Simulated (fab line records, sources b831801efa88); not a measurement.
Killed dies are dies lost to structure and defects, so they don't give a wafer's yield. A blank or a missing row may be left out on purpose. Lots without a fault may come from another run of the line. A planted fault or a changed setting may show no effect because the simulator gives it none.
Which tool did it? | flow gf180mcu | 6 lots, 18 wafers sampled, at 2 steps of a route of 602

WHAT THE GAUGES READ, wafer by wafer
GF_STI_THK_MEAS_04.
lot  | measured    | on            | STI_CVD_03_THK (nm)
L604 | day 1 23:34 | film_metro-04 | 207.0 206.9 205.7
L606 | day 2 10:25 | film_metro-01 | 205.4 204.9 205.9
L608 | day 2 19:34 | film_metro-04 | 207.2 206.0 205.8
L612 | day 3 15:34 | film_metro-01 | 196.1 184.7 178.0
L616 | day 4 13:14 | film_metro-01 | 203.7 202.8 202.2
L625 | day 6 08:34 | film_metro-02 | 210.0 208.0 208.3

WHICH TOOL RAN EACH LOT (tool, then ch and the chambers of the sampled wafers, then the start)
lot  | GF_STI_CVD_03
L604 | lpcvd-01 ch 1, day 1 21:34
L606 | lpcvd-02 ch 1, day 2 08:26
L608 | lpcvd-01 ch 1, day 2 17:34
L612 | lpcvd-01 ch 1, day 3 13:34
L616 | lpcvd-02 ch 0, day 4 11:14
L625 | lpcvd-02 ch 0, day 6 06:34
- GF_STI_CVD_03: deposits Si3N4 from DCS/NH3, target thk 207.16 nm, time 3551 s.

THE ANSWER, worked out from the rows above alone
Rule: what is usual is taken from the lots themselves. Put in order of their means at a reading, lots are off if they are a third of the lots or fewer, leave a main group of 4 or more, and stand apart from it by a gap of 3 or more times the standard deviation of the main group's means; of several such gaps the widest counts. A main group whose means are all the same, to the digits that the tables above print for the reading, isn't used. A lot without any number at a reading at which 4 lots or more have one is off too. The other lots that the step has rows for count as sound.
Off: L612, at GF_STI_THK_MEAS_04 (STI_CVD_03_THK). The main group: mean 206.0 nm, standard deviation 1.9.
A tool fits if, at a process step before that reading, it ran every lot that is off, and no sound lot after the first of them. The gauges at GF_STI_THK_MEAS_04 are tried like those tools. One fits: lpcvd-01 at GF_STI_CVD_03. Its last sound lot is L608 (day 2 17:34), its first lot that is off L612 (day 3 13:34): a fault that began between those two fits.

WHAT THE SIMULATOR HAD PUT IN
Process parameter drift: lpcvd-01, from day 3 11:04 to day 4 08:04, at GF_STI_CVD_03. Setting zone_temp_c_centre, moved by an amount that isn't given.
Lots struck among those shown: L612. The rule above found the same.
